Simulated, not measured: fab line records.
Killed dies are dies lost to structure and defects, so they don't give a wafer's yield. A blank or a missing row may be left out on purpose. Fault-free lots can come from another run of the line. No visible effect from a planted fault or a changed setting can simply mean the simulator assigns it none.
Split-lot experiment    flow sky130    5 lots, 23 wafers read, on a route of 708 steps

== SPLIT DETAILS ==
At SKY_METAL1_SPUTTER_02 (material AlCu, target thk 250 nm, time 13.3 s), the setting power w was moved away from the recipe's 10600 W on 7 of the 23 wafers read, by -10.4% to +10.8%. For the rest of the wafers, this setting stayed at what the recipe calls for.

== FROM THE SPLIT TO THE READING: what the file shows between them, 3 steps ==
- SKY_METAL1_SPUTTER_03: material Ti, target thk 5 nm, time 3.3 s
- SKY_METAL1_SPUTTER_04: material TiN, target thk 70 nm, time 58.3 s
- SKY_METAL1_RS_MEAS_05: measures by four-point-probe

== THE READING ==
METAL1_ALCU_THK, in nm, at SKY_METAL1_THK_MEAS_06 (measures by xrf). A value of 255 nm with a standard deviation of 3 nm is what fault-free wafers of this fab line usually give.

wafer   tool, chamber at the split  power w as run, W  against the recipe  METAL1_ALCU_THK, nm  against lot-mates on the recipe
L075.1  pvd sputter-02, -           9502               -10.4%              228                  -23
L075.2  pvd sputter-02, -           9502               -10.4%              226                  -25
L075.3  pvd sputter-02, -           10600              recipe              253                  -
L075.4  pvd sputter-02, -           10600              recipe              250                  -
L075.6  pvd sputter-02, -           10600              recipe              251                  -
L078.1  pvd sputter-02, -           10600              recipe              251                  -
L078.2  pvd sputter-02, -           10600              recipe              253                  -
L078.3  pvd sputter-02, -           10600              recipe              253                  -
L078.4  pvd sputter-02, -           10600              recipe              251                  -
L078.6  pvd sputter-02, -           10600              recipe              252                  -
L079.2  pvd sputter-02, -           10600              recipe              254                  -
L079.3  pvd sputter-02, -           11740              +10.8%              284                  +30
L079.4  pvd sputter-02, -           10600              recipe              255                  -
L079.5  pvd sputter-02, -           11740              +10.8%              284                  +30
L079.6  pvd sputter-02, -           11740              +10.8%              283                  +28
L080.1  pvd sputter-02, -           10600              recipe              258                  -
L080.5  pvd sputter-02, -           10600              recipe              257                  -
L080.6  pvd sputter-02, -           10600              recipe              256                  -
L081.1  pvd sputter-01, -           11230              +5.9%               265                  +18
L081.2  pvd sputter-01, -           11230              +5.9%               261                  +14
L081.4  pvd sputter-01, -           10600              recipe              245                  -
L081.5  pvd sputter-01, -           10600              recipe              248                  -
L081.6  pvd sputter-01, -           10600              recipe              248                  -

FIT RESULTS
A straight line over all 23 wafers: METAL1_ALCU_THK changes by +2.63 nm for each +1% of power w; r = +0.97; the points scatter about the line by 3.6 nm.
The same after taking each lot's own level away (the mean of its wafers on the recipe; 23 wafers): +2.57 nm for each +1%; r = +0.99; scatter 1.4 nm.
According to that fit, moving power w by its largest amount changes the reading by 28 nm.
Across the lots, their own levels run from 247.0 to 257.0 nm, a range of 3.3 times the standard deviation given above.
The two slopes are in agreement: the lot-to-lot level therefore moves the slope only a little.
Check: +27.7 nm against its lot-mates is what the line predicts for one of the wafers moved furthest among these (+10.8%) when that wafer is left out of the fit. It came out at +29.5 nm against them.

== OTHER SPLITS APPLIED TO THESE WAFERS ==
Note: prior to the reading, these wafers also went through further splits. Each is held against what the fit with the lots' levels taken away leaves over:
other split on the same wafers               wafers away from the commonest value  r with METAL1_ALCU_THK (lot level and that fit taken away)
SKY_LOCAL_INTERCONNECT_METAL_ETCH_14 time s  9                                     -0.06
SKY_CONTACT_COAT_09 resist thk nm            7                                     +0.15
SKY_CONTACT_ETCH_17 bias w                   4                                     -0.08

== THE WHOLE CHAIN: every reading that the file lists as answering this split, in the file's order ==
step                    what it does                                   reading                                                                            change (the file's fit)               r (the file's)
SKY_METAL1_SPUTTER_02   material AlCu, target thk 250 nm, time 13.3 s  AlCu_of_METAL1_SPUTTER_02.thk nm (the simulator's own value, which no gauge read)  +2.59 nm for each +1% of the setting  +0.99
SKY_METAL1_RS_MEAS_05   measures by four-point-probe                   METAL1_ALCU_RS                                                                     -0.00135 for each +1% of the setting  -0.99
SKY_METAL1_THK_MEAS_06  measures by xrf                                METAL1_ALCU_THK                                                                    +2.55 for each +1% of the setting     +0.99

== THE FILE'S OWN FIT ==
METAL1_ALCU_THK changes by +2.55 nm for each +1% of power w, r = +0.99.
